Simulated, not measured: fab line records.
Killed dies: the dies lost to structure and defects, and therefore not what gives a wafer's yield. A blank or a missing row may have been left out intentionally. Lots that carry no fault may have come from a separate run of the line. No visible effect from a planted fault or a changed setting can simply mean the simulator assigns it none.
Struck lot and sound lot, side by side | flow sky130 | 17 out of 708 route steps
Sound: the wafers L331.1, L331.3, L331.4. Struck: wafers L349.3, L349.4. (L349.2 of the same lot was not struck and is left out.) The cause comes at the end.
At each step with rows: each side's tool, then ch and its chambers, then its first start. Under that, the readings that differ: sound wafers | struck wafers | difference of the means | sigmas: that difference in standard deviations of wafers without a fault.
alike: same words and numbers on both sides, and readings whose means sit less than 2 such deviations apart. not compared: any withheld reading, any reading some wafer has no value for, any bound like >300 that may hide the same value, and any number with overlapping values for which the record gives no deviation.
The two part at a step that has a row with sigmas, a row that says differs or no value, or rows on one side only. Non-overlapping numbers with no deviation appear without sigmas and do not part them. A reading missing from all wafers of one side parts the sides only when that side holds two or more wafers.

first, 3 steps without rows for these wafers: SKY_VIA1_EXPOSE_09 (exposes mask VIM, target cd 150 nm); SKY_VIA1_PEB_10; SKY_VIA1_DEVELOP_11 (develop time 60 s).
SKY_VIA1_CD_MEAS_12: target cd 150 nm.
  sound on cd_sem-02 at day 33 22:22; struck on cd_sem-01 at day 39 16:56
  alike: cd_nm
SKY_VIA1_OVL_MEAS_13:
  sound on overlay-01 at day 33 22:29; struck on overlay-02 at day 39 17:02
  alike: VIA1_OVL
SKY_VIA1_ETCH_14: etches BARC in N2/H2, stops on SiO2, time 45.9 s, target depth 60 nm.
  sound on rie_diel-02 ch 0,1,3, day 33 22:31; struck on rie_diel-04 ch 2,3, day 39 17:04
  alike: drypump_motor_current_A, h2_flow_sccm, oes_product_au, throttle_valve_pct
  not compared: rf_hours_counter_h
SKY_VIA1_ETCH_15: etches SiO2 in C4F8/O2/Ar, stops on TiN, target depth 351 nm, time 54 s.
  sound on rie_diel-02 ch 0,1,3, day 33 22:34; struck on rie_diel-04 ch 2,3, day 39 17:06
  alike: oes_product_au
  not compared: rf_hours_counter_h
SKY_VIA1_STRIP_16: strips in O2/N2.
  sound on plasma_asher-03 ch 0,1, day 33 22:36; struck on plasma_asher-03 ch 0,1, day 39 17:09
  alike: drypump_motor_current_A, oes_product_au, strip_time_to_endpoint_s
  not compared: rf_hours_counter_h
then, 3 steps without rows for these wafers: SKY_VIA1_STRIP_17 (strips in post etch residue remover, time 1200 s); SKY_VIA1_CLEAN_18 (cleans in IPA, time 180 s); SKY_VIA1_CLEAN_19 (cleans in O3/DIW).
SKY_VIA1_SPUTTER_20: material TiN, target thk 20 nm, time 80 s.
  sound on pvd_sputter-03 at day 33 23:14; struck on pvd_sputter-01 at day 39 17:47
  alike: throttle_valve_pct
SKY_VIA1_CVD_21: deposits W, target thk 270 nm, time 80.902 s.
  sound on cvd_w-01 ch 0,1, day 33 23:18; struck on cvd_w-01 ch 0,1, day 39 17:51
  reading                            | sound             | struck      | difference | sigmas
  model.W_of_VIA1_CVD_21.thk_nm (nm) | 268.7 269.3 273.5 | 246.7 251.4 | -21.4      |
  alike: chamber_pressure_Torr, heater_power_w
SKY_VIA1_RS_MEAS_22: the measuring method here is four-point-probe.
  sound on film_metro-01 at day 33 23:23; struck on film_metro-01 at day 39 17:58
  reading            | sound             | struck      | difference | sigmas
  VIA1_W_RS (ohm/sq) | 0.429 0.428 0.421 | 0.467 0.459 | +0.037     | +9
SKY_VIA1_THK_MEAS_23: measures by xrf.
  sound on film_metro-01 at day 33 23:31; struck on film_metro-01 at day 39 18:04
  reading         | sound       | struck  | difference | sigmas
  VIA1_W_THK (nm) | 269 270 272 | 250 256 | -17        | -5
SKY_VIA1_CMP_24: polishes, stops on SiO2, t overpolish 15 s, target thk 0 nm.
  sound on cmp-01 ch 1,2,3, day 33 23:37; struck on cmp-02 ch 0,1, day 39 18:07
  alike: motor_current_A, slurry_flow_ml_min
SKY_PAD_OPEN_PROBE_99:
  sound wafers here have rows in the record (prober-02, day 45 15:29); struck ones have none

== WHERE THEY PART ==
Earliest at SKY_VIA1_RS_MEAS_22; latest, in this record, at SKY_PAD_OPEN_PROBE_99.

WHY: the cause the simulator had injected
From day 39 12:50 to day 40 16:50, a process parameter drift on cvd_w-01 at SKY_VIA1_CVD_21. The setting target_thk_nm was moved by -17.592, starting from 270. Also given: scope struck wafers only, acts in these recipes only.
